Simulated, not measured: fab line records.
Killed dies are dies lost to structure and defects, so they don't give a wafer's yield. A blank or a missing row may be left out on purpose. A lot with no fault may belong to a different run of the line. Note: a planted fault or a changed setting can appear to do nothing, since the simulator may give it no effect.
fab line records | flow gf180mcu
[record] lots = 14 wafers = 42 last-day = 33
route steps=602 shown NWELL@49 VT_IMPLANT@129 V1@352 V2@399
lots untouched by any fault: they come from a run of this same line in which no faults occurred
start-h: start of the lot's first displayed wafer, in hours after the record's first day | wait-h: hours elapsed since this lot's preceding step | " as in the row above | L1.1+2: a single row standing in for several wafers | - no value present, or no start provided | * or withheld: withheld | < > ~ a bound
route shown NAME@n: NAME is a module with steps in the file, n the number in the route of the first one | usual: mean and standard deviation over wafers with no fault | same: alike in all rows | chamber/n: place in a boat | sites: readings site by site | _std_site: the values' standard deviation | _edge_site: mean of outer sites minus mean of inner sites | radius-mm: how far each site lies from the wafer's centre | mask NAME#n: copy n | behind: the most recent tool/chamber to have shaped the wafer | hold: why the lot went on hold/how many hours it stayed there/how the hold came to an end | device: names the non-switching transistor (n, p or np) | end of line: the same wafers' tests at the end of the route | where a step has no rows: the recipe by itself | killed: dies lost to structure and defects at the first sort, not the wafer's yield | map: shows each die of a wafer: x if killed, . if not, _ if none is there
set.NAME: the setting the step ran with; set.NAME@STEP: the setting that earlier step ran with | model.NAME: the simulator's own value behind a step, which no gauge read
the route's steps for a sample of lots (tables are steps, rows are wafers)
services: from which hour (start-h, from the record's first day; less than 0 if before it) a tool's chamber was out of use, for how many hours, and why
[[steps]]
[step GF_NWELL_OVL_MEAS_07]
[usual] NWELL_OVL = -0.8/1.3
// columns lot.wafer tool chamber start-h wait-h NWELL_OVL[nm]
L827.1 overlay-01 - 61.26 - 0.9
L827.2 " - " " -2.2
L827.3 " - " " 0.1
L828.1 overlay-01 - 66.67 - -0.8
L828.3 " - " " -0.8
L828.6 " - " " -1.1
L829.2 overlay-02 - 71.74 - 1.3
L829.5 " - " " 0.2
L829.6 " - " " 0.3
L831.3 overlay-02 - 82.19 - -1.2
L831.5 " - " " -1.1
L831.6 " - " " -1.5
L832.3 overlay-02 - 87.14 - 1.1
L832.4 " - " " 0.6
L832.6 " - " " 0.6
L834.3 overlay-01 - 101.37 - 0.4
L834.4 " - " " -0.4
L834.6 " - " " -0.1
L835.1 overlay-01 - 104.18 - 2.1
L835.2 " - " " 0.5
L835.3 " - " " 0.6
L836.1 overlay-01 - 109.13 - -2.5
L836.3 " - " " -1.9
L836.4 " - " " -2.3
L837.1 overlay-01 - 116.07 - 0.5
L837.5 " - " " -1.2
L837.6 " - " " -0.9
L838.1 overlay-01 - 122.07 - -0.5
L838.3 " - " " 0.1
L838.5 " - " " 1.9
L839.2 overlay-02 - 126.02 - -1.9
L839.4 " - " " -2.4
L839.5 " - " " -1.9
L843.1 overlay-02 - 146.53 - 0.7
L843.4 " - " " -0.4
L843.5 " - " " 0.1
L844.4 overlay-01 - 153.07 - -0.2
L844.5 " - " " -0.2
L844.6 " - " " 0.0
L845.2 overlay-02 - 160.19 - -0.4
L845.3 " - " " 0.8
L845.6 " - " " -0.1
[step GF_VT_IMPLANT_DEVELOP_39]
[recipe] develop-time-s = 60 dev-temp-c = 23
[usual] developer-temp-C = 23.02/0.11 resist-line-temp-C = 23.01/0.1
// columns lot.wafer tool chamber start-h wait-h developer-temp-C resist-line-temp-C
L827.1 litho-track-03 0 165.03 0.1 23.10 23.11
L827.2 " 0 " " 23.25 23.10
L827.3 " 0 " " 23.26 22.89
L828.1 litho-track-04 0 172.56 0.1 23.09 23.03
L828.3 " 0 " " 22.88 23.14
L828.6 " 0 " " 22.85 22.95
L829.2 litho-track-03 0 175.76 0.1 23.02 23.05
L829.5 " 0 " " 23.01 22.95
L829.6 " 0 " " 23.14 23.04
L831.3 litho-track-04 0 189.06 0.1 23.08 22.94
L831.5 " 0 " " 23.08 23.01
L831.6 " 0 " " 23.06 23.02
L832.3 litho-track-04 0 194.56 0.1 23.12 22.88
L832.4 " 0 " " 23.08 23.01
L832.6 " 0 " " 22.91 22.88
L834.3 litho-track-03 0 212.63 0.1 22.98 23.03
L834.4 " 0 " " 22.94 23.21
L834.6 " 0 " " 22.94 23.19
L835.1 litho-track-03 0 216.08 0.1 22.86 23.05
L835.2 " 0 " " 22.93 23.09
L835.3 " 0 " " 22.74 22.96
L836.1 litho-track-03 0 221.23 0.1 23.23 23.05
L836.3 " 0 " " 22.96 22.93
L836.4 " 0 " " 23.03 23.20
L837.1 litho-track-02 0 232.06 0.1 22.91 23.13
L837.5 " 0 " " 23.06 23.20
L837.6 " 0 " " 22.90 23.10
L838.1 litho-track-02 0 236.21 0.1 23.02 22.97
L838.3 " 0 " " 22.99 22.84
L838.5 " 0 " " 22.85 22.82
L839.2 litho-track-03 0 242.85 0.1 22.87 22.90
L839.4 " 0 " " 22.90 22.96
L839.5 " 0 " " 22.79 22.99
L843.1 litho-track-03 0 268.98 0.1 23.87 23.03
L843.4 " 0 " " 23.90 22.98
L843.5 " 0 " " 24.03 22.96
L844.4 litho-track-03 0 276.75 0.1 24.07 22.86
L844.5 " 0 " " 23.90 22.94
L844.6 " 0 " " 23.83 23.18
L845.2 litho-track-03 0 284.95 0.1 23.82 22.98
L845.3 " 0 " " 23.86 23.25
L845.6 " 0 " " 23.77 23.06
[step GF_V1_ETCH_17]
[recipe] chemistry = C4F8/O2/Ar mask-material = KrF target = SiO2 stop-on = TiN source-w = 1500 bias-w = 1200 pressure-mtorr = 40 c4f8-flow-sccm = withheld O2_flow_sccm = 6 Ar_flow_sccm = 300 time-s = withheld target-depth-a = 6300
[usual] bias-w = 1200/3.4 oes-product-au = 0.856/0.0048
// columns lot.wafer tool chamber start-h wait-h bias-w oes-product-au
L827.1 rie-diel-02 0 - - 1196 0.851
L827.2 " 1 " " 1199 0.853
L827.3 " 3 " " 1203 0.846
L828.1 rie-diel-04 0 - - 1203 0.858
L828.3 " 2 " " 1198 0.864
L828.6 " 2 " " 1201 0.853
L829.2 rie-diel-04 1 - - 1201 0.857
L829.5 " 0 " " 1202 0.856
L829.6 " 3 " " 1201 0.863
L831.3 rie-diel-04 3 - - 1204 0.850
L831.5 " 3 " " 1200 0.857
L831.6 " 2 " " 1196 0.863
L832.3 rie-diel-02 0 - - 1201 0.852
L832.4 " 0 " " 1195 0.850
L832.6 " 3 " " 1202 0.853
L834.3 rie-diel-02 3 - - 1201 0.851
L834.4 " 2 " " 1197 0.858
L834.6 " 3 " " 1194 0.862
L835.1 rie-diel-04 0 - - 1197 0.860
L835.2 " 1 " " 1195 0.855
L835.3 " 3 " " 1201 0.859
L836.1 rie-diel-01 2 - - 1200 0.847
L836.3 " 3 " " 1199 0.859
L836.4 " 0 " " 1199 0.849
L837.1 rie-diel-04 0 - - 1198 0.845
L837.5 " 1 " " 1206 0.855
L837.6 " 0 " " 1200 0.860
L838.1 rie-diel-04 3 - - 1199 0.857
L838.3 " 0 " " 1201 0.861
L838.5 " 3 " " 1204 0.844
L839.2 rie-diel-01 2 - - 1193 0.851
L839.4 " 1 " " 1197 0.860
L839.5 " 3 " " 1207 0.855
L843.1 rie-diel-02 2 - - 1201 0.859
L843.4 " 3 " " 1202 0.859
L843.5 " 2 " " 1199 0.855
L844.4 rie-diel-01 0 - - 1203 0.855
L844.5 " 1 " " 1197 0.857
L844.6 " 0 " " 1200 0.852
L845.2 rie-diel-02 0 - - 1203 0.860
L845.3 " 1 " " 1195 0.857
L845.6 " 3 " " 1199 0.853
[step GF_V2_ETCH_17]
[recipe] chemistry = C4F8/O2/Ar mask-material = KrF target = SiO2 stop-on = TiN source-w = 1500 bias-w = 1200 pressure-mtorr = 40 c4f8-flow-sccm = withheld O2_flow_sccm = 6 Ar_flow_sccm = 300 time-s = withheld target-depth-a = 6300
[usual] bias-w = 1199/3.1 oes-product-au = 0.856/0.0048
// columns lot.wafer tool chamber start-h wait-h bias-w oes-product-au
L827.1 rie-diel-01 1 - - 1198 0.852
L827.2 " 0 " " 1198 0.852
L827.3 " 3 " " 1202 0.854
L828.1 rie-diel-01 0 - - 1197 0.856
L828.3 " 1 " " 1204 0.851
L828.6 " 2 " " 1200 0.857
L829.2 rie-diel-03 2 - - 1193 0.853
L829.5 " 0 " " 1198 0.858
L829.6 " 3 " " 1198 0.851
L831.3 rie-diel-01 2 - - 1201 0.856
L831.5 " 1 " " 1197 0.862
L831.6 " 0 " " 1197 0.855
L832.3 rie-diel-03 3 - - 1198 0.850
L832.4 " 0 " " 1202 0.857
L832.6 " 2 " " 1199 0.854
L834.3 rie-diel-04 0 - - 1198 0.858
L834.4 " 2 " " 1194 0.866
L834.6 " 3 " " 1196 0.853
L835.1 rie-diel-03 1 - - 1200 0.854
L835.2 " 2 " " 1195 0.865
L835.3 " 0 " " 1198 0.857
L836.1 rie-diel-01 3 - - 1202 0.864
L836.3 " 0 " " 1196 0.856
L836.4 " 2 " " 1202 0.858
L837.1 rie-diel-03 0 - - 1194 0.847
L837.5 " 0 " " 1200 0.854
L837.6 " 3 " " 1201 0.861
L838.1 rie-diel-03 3 - - 1200 0.856
L838.3 " 2 " " 1197 0.852
L838.5 " 2 " " 1196 0.857
L839.2 rie-diel-03 3 - - 1197 0.855
L839.4 " 0 " " 1195 0.858
L839.5 " 1 " " 1201 0.841
L843.1 rie-diel-01 0 - - 1200 0.862
L843.4 " 2 " " 1200 0.861
L843.5 " 1 " " 1200 0.861
L844.4 rie-diel-01 2 - - 1199 0.855
L844.5 " 0 " " 1201 0.855
L844.6 " 1 " " 1198 0.856
L845.2 rie-diel-04 3 - - 1201 0.857
L845.3 " 2 " " 1193 0.859
L845.6 " 3 " " 1196 0.848
[[services]]
// columns tool chamber start-h hours kind
rie-diel-04 3 160.30 6.8 repair
rie-diel-01 2 161.83 15.2 repair
rie-diel-04 2 184.92 15.4 repair
rie-diel-03 0 225.22 3.7 repair
rie-diel-02 1 264.42 5.6 repair
rie-diel-03 2 276.52 11.7 repair
rie-diel-04 1 282.42 3.9 repair
rie-diel-04 3 294.72 2.8 repair
rie-diel-01 2 295.77 9.8 repair
rie-diel-03 0 387.33 6.2 repair
rie-diel-01 1 397.75 16.2 repair
rie-diel-04 3 440.27 1.5 repair
rie-diel-03 - 441.41 1.4 repair
rie-diel-01 2 470.80 2.4 repair
rie-diel-04 2 495.82 6.1 repair
rie-diel-03 1 507.47 5.2 repair
rie-diel-03 - 510.44 2.8 pm
rie-diel-03 2 516.23 3.2 repair
rie-diel-04 1 526.35 4.6 repair
rie-diel-01 - 566.65 0.9 repair
rie-diel-04 3 575.38 23.4 repair
rie-diel-01 0 576.72 11.7 repair
rie-diel-01 3 598.44 3.9 repair
rie-diel-03 - 606.87 0.4 repair
[[key]]
[first-sign] step = GF_VT_IMPLANT_DEVELOP_39 reading = developer-temp-C direction = up sigmas = 7.6 usual = * struck = *
effect none on later readings
met-at GF_VT_IMPLANT_DEVELOP_39
struck-lots L843,L844,L845
tester-left-out L843,L844,L845
not-acting-at GF_NWELL_OVL_MEAS_07,GF_V1_ETCH_17,GF_V2_ETCH_17
onset-between 242.85 268.98
[fault] kind = process-parameter-drift tool = litho-track-03 chamber = - onset-h = 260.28 steps = GF_VT_IMPLANT_DEVELOP_39 channel = dev-temp-c offset = * shape = step end-h = 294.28 acts-in = * stated = *
// tester-left-out: of these lots the tester's yield and bins aren't shown, on N5 and GAA mostly nor the transistor test; their killed dies are dies lost to structure and defects alone, not to doping, threshold or leakage, so they don't give the yield
